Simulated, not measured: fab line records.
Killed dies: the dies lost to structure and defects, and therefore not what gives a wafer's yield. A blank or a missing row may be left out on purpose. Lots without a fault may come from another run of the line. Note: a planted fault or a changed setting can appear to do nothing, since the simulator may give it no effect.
Commonality check across tools ; flow gf180mcu ; 14 lots, 42 wafers sampled

## WHY IT WAS OPENED
GF_VT_IMPLANT_RS_MEAS_48, reading LVPWELL_RS: flagged on 2 of 14 lots. Fault-free wafers read 1197.6 ohm/sq, with a standard deviation of 2.5.
Rule: a lot is flagged when every wafer of it that has a number lies more than 4 standard deviations from that mean, or none has a number. The other lots count as sound.

lot;measured;on;LVPWELL_RS (ohm/sq), wafer by wafer;flag
L961;day 7 11:32;film_metro-01;1197.9 1199.2 1198.9;
L962;day 7 23:02;film_metro-03;1201.2 1193.4 1198.9;
L963;day 8 08:09;film_metro-03;1198.3 1196.9 1196.4;
L964;day 8 10:52;film_metro-03;1195.9 1194.3 1198.4;
L965;day 8 19:04;film_metro-04;1191.7 1193.9 1194.3;
L966;day 8 22:21;film_metro-03;1197.8 1195.1 1197.5;
L970;day 9 23:26;film_metro-01;1200.4 1199.0 1199.3;
L971;day 10 09:37;film_metro-01;1161.4 1163.0 1162.0;FLAGGED
L973;day 10 20:04;film_metro-04;1162.6 1161.3 1158.1;FLAGGED
L976;day 11 16:44;film_metro-03;1193.7 1192.1 1193.5;
L979;day 12 11:56;film_metro-04;1198.9 1195.3 1197.7;
L982;day 13 08:35;film_metro-03;1202.2 1201.0 1200.4;
L983;day 13 14:46;film_metro-04;1198.1 1196.6 1194.2;
L984;day 14 00:25;film_metro-03;1198.3 1198.1 1198.3;
Average over the flagged lots: 1161.4 ohm/sq; offset from the usual -36.2 ohm/sq, equal to -14 standard deviations.

## WHICH TOOL RAN EACH LOT
The record keeps 1 process step preceding the reading, out of 602 steps on the route. Each cell gives the tool, then ch followed by the chambers the sampled wafers passed through, then the start.
lot;flag;GF_LVPWELL_IMPLANT_09
L961;;implanter-01 ch 0, day 3 20:32
L962;;implanter-04 ch 0, day 4 04:50
L963;;implanter-02 ch 0, day 4 11:56
L964;;implanter-02 ch 0, day 4 15:01
L965;;implanter-02 ch 0, day 4 20:58
L966;;implanter-02 ch 0, day 5 00:11
L970;;implanter-01 ch 0, day 5 23:01
L971;FLAGGED;implanter-02 ch 0, day 6 07:06
L973;FLAGGED;implanter-02 ch 0, day 6 15:57
L976;;implanter-01 ch 0, day 7 09:53
L979;;implanter-04 ch 0, day 8 02:53
L982;;implanter-04 ch 0, day 8 19:29
L983;;implanter-02 ch 0, day 9 00:19
L984;;implanter-02 ch 0, day 9 07:27
These steps, and what they do:
- GF_LVPWELL_IMPLANT_09
- GF_VT_IMPLANT_RS_MEAS_48: measures by four-point-probe.

## FLAGGED AGAINST TOTAL, ONE TOOL AT A TIME (gauges that did the reading follow at the end)
step;tool;lots run;flagged;share of the flagged lots;sound lots run after its first flagged lot
GF_LVPWELL_IMPLANT_09;implanter-01;3;0;none;-
GF_LVPWELL_IMPLANT_09;implanter-02;8;2;all;2 (L983,L984)
GF_LVPWELL_IMPLANT_09;implanter-04;3;0;none;-
GF_VT_IMPLANT_RS_MEAS_48;film_metro-01;3;1;some;0
GF_VT_IMPLANT_RS_MEAS_48;film_metro-03;7;0;none;-
GF_VT_IMPLANT_RS_MEAS_48;film_metro-04;4;1;some;2 (L979,L983)

## WHAT THE TABLE PERMITS
Rows of the table that ran each flagged lot: 1, that is implanter-02 at GF_LVPWELL_IMPLANT_09.
- implanter-02 at GF_LVPWELL_IMPLANT_09 ran 8 lots, 2 of them flagged. Sound lots ran on it after the first flagged one (L983, L984), which a lasting fault on the whole tool wouldn't allow. Its own readings (beam_on_s, faraday_current_uA) fall more than 4 standard deviations out on all wafers of the flagged lots.
Every row of the table either missed a flagged lot or ran a sound lot after the first.

## WHAT HAD BEEN PUT IN BY THE SIMULATOR
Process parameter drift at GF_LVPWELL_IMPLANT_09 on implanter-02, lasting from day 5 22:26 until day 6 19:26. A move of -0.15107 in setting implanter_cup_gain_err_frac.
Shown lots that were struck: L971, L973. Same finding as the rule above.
